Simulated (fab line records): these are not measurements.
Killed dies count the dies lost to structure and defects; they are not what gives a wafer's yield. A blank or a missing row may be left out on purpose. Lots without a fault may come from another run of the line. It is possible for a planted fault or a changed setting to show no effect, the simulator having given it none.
Matching of chambers -- flow gf180mcu -- 3 sister chambers for GF_PASSIVATION_CVD_02 on pecvd-03
The step deposits Si3N4, target thk 700 nm, time 486.18 s. 14 wafers are shown with their chamber, then 7 later ones without.

== WAFERS WITH THEIR CHAMBER ==
wafer,chamber,heater power w (W)
L412.3,2,539
L412.5,0,751
L412.6,1,860
L413.4,2,551
L413.5,1,817
L413.6,0,695
L414.1,1,884
L414.2,2,493
L414.4,1,920
L416.2,2,482
L416.4,0,744
L416.5,2,511
L417.1,0,691
L417.2,1,931

SIGNATURES, as means of the wafers listed above
reading,chamber 0,chamber 1,chamber 2,scatter within a chamber
heater power w,720.25,882.40,515.20,37
Rule: distance of a wafer from a chamber = root of the sum over the readings of ((wafer's reading minus chamber's mean) / reading's scatter) squared. If the next closest chamber is less than 2 further off than the closest, the wafer can't be placed; otherwise it belongs to the closest. The scatter: the root of (the sum of the squares of (reading less its chamber's mean) over the shown wafers, divided by (wafers less chambers)).

== WAFERS WITHOUT THEIR CHAMBER ==
wafer,heater power w (W)
L417.3,474
L418.1,925
L418.4,521
L418.5,778
L429.3,715
L429.4,731
L429.6,784

== WHICH CHAMBER EACH ONE RAN IN ==
wafer,from the rows above,in truth
L417.3,2,2
L418.1,1,1
L418.4,2,2
L418.5,can't be placed: 0 or 1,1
L429.3,0,0
L429.4,0,0
L429.6,can't be placed: 0 or 1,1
Correct placement for 5 of the 7. Unplaceable from these rows: 2, with the true chamber sitting among the candidates in 2. Placed wrongly: 0.
